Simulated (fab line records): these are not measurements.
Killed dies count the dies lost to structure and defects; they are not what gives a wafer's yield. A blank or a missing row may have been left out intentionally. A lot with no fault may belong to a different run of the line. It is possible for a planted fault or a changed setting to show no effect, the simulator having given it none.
Which tool was responsible?    flow gf180mcu    12 lots with 36 wafers sampled at 3 steps, on a route of 602 steps

WHAT THE GAUGES SHOWED, per wafer
GF_V1_OVL_MEAS_15.
lot   measured      on          V1_OVL (nm)
L075  day 18 01:59  overlay-02  -2 -4 -5
L077  day 19 22:54  overlay-02  2 -3 5
L079  day 20 13:20  overlay-01  13 5 6
L081  day 21 17:06  overlay-01  8 11 8
L083  day 22 08:18  overlay-02  0 15 -1
L085  day 22 15:05  overlay-01  -1 1 -5
L087  day 23 02:36  overlay-02  -3 -6 -6
L089  day 23 22:44  overlay-01  12 9 10
L091  day 24 08:11  overlay-01  8 -4 2
L093  day 25 00:56  overlay-01  -6 -3 1
L095  day 25 10:46  overlay-01  -2 -7 -5
L097  day 26 02:41  overlay-01  2 -1 6

EACH LOT AND THE TOOL THAT RAN IT (in order: tool; ch and the chambers of the sampled wafers; start)
lot   GF_STI_ETCH_14                   GF_V1_CMP_04
L075  rie-si-01 ch 1,2,3, day 2 06:19  cmp-02 ch 2,3, day 17 02:30
L077  rie-si-01 ch 0,1,3, day 2 17:34  cmp-02 ch 0,2,3, day 18 22:20
L079  rie-si-02 ch 1,2, day 3 02:57    cmp-01 ch 1,2,3, day 19 12:59
L081  rie-si-02 ch 0,2, day 3 18:36    cmp-02 ch 1,3, day 20 16:30
L083  rie-si-02 ch 0,1,2, day 4 03:30  cmp-02 ch 1,3, day 21 08:10
L085  rie-si-02 ch 1,2, day 4 12:52    cmp-01 ch 1,2,3, day 21 14:26
L087  rie-si-01 ch 2,3, day 4 21:49    cmp-02 ch 1,2, day 22 02:20
L089  rie-si-01 ch 1,2,3, day 5 09:06  cmp-01 ch 0,1,3, day 23 01:34
L091  rie-si-02 ch 0,2,3, day 5 16:46  cmp-02 ch 0,2,3, day 23 09:01
L093  rie-si-01 ch 0,3, day 6 04:10    cmp-01 ch 2,3, day 24 02:08
L095  rie-si-02 ch 0,1,3, day 6 14:10  cmp-02 ch 1,2, day 24 13:22
L097  rie-si-02 ch 0,2, day 7 01:34    cmp-02 ch 1,2,3, day 25 05:37
- GF_STI_ETCH_14: etches Si in HBr/Cl2/O2, target depth 360 nm, time 102.9 s.
- GF_V1_CMP_04: polishes SiO2.

THE ANSWER, worked out from the rows above alone
Rule: what is usual is taken from the lots themselves. Put in order of their means at a reading, lots are off if they are a third of the lots or fewer, leave a main group of 4 or more, and stand apart from it by a gap of 3 or more times the standard deviation of the main group's means; of several such gaps the widest counts. If all means in a main group match to the digits the tables above print for the reading, that group is not used. A lot without any number at a reading at which 4 lots or more have one is off too. All remaining lots with rows at the step are treated as sound.
No lot is off on any of the readings shown, so nothing can be concluded from this.

WHAT HAD BEEN PUT IN BY THE SIMULATOR
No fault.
